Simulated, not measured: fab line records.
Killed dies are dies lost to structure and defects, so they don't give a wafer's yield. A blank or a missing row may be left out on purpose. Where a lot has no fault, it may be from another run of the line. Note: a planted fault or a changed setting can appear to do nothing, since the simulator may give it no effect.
Which tool was responsible? ; flow sky130 ; 18 wafers from 6 lots sampled at 2 of the route's 708 steps

== WHAT EACH GAUGE READ, for each wafer ==
SKY_NWELL_RS_MEAS_29: measures by four-point-probe.
lot;measured;on;NWELL_RS (ohm/sq)
L823;day 6 08:32;film metro-01;626.2 623.4 626.4
L825;day 6 22:23;film metro-01;622.3 623.7 623.9
L829;day 7 22:40;film metro-03;624.2 625.7 626.9
L835;day 9 06:18;film metro-01;637.5 637.9 636.7 637.7 636.8 636.8
L839;day 10 01:32;film metro-01;626.1 624.2 628.4
L843;day 10 18:08;film metro-01;626.3 627.9 625.1

== WHICH TOOL RAN EACH LOT (tool, then ch and the chambers of the sampled wafers, then the start) ==
lot;SKY_NWELL_IMPLANT_13
L823;implanter-01 ch 0, day 5 14:24
L825;implanter-01 ch 0, day 6 02:37
L829;implanter-01 ch 0, day 7 02:54
L835;implanter-02 ch 0, day 8 08:39
L839;implanter-04 ch 0, day 9 03:55
L843;implanter-01 ch 0, day 9 18:52
- SKY_NWELL_IMPLANT_13

== THE ANSWER, worked out from the rows above alone ==
Rule: usual is defined by the lots themselves. The widest of any qualifying gaps counts: lots, ordered by their means at a reading, are off when they make up no more than a third of the lots, leave a main group of 4 or more, and stand apart from it by 3 or more times the standard deviation of that group's means. A main group is skipped when, at the precision printed for the reading in the tables above, its means are all equal. A lot without any number at a reading at which 4 lots or more have one is off too. The other lots that the step has rows for count as sound.
Off: L835, seen at SKY_NWELL_RS_MEAS_29 (NWELL_RS). Main group: mean 625.4 ohm/sq, sd 1.1.
If a tool, at a process step before that reading, ran all the lots that are off and no sound lot after the first of them, it fits. The gauges at SKY_NWELL_RS_MEAS_29 are tried like those tools. One candidate fits, namely implanter-02 at SKY_NWELL_IMPLANT_13. It ran no sound lot before its first lot that is off in this sample, so the start can't be narrowed down.

== WHAT THE SIMULATOR HAD PUT IN ==
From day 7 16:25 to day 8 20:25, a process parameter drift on implanter-02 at SKY_NWELL_IMPLANT_13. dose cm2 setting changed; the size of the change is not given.
Lots struck among those shown: L835. The same result came from the rule above.
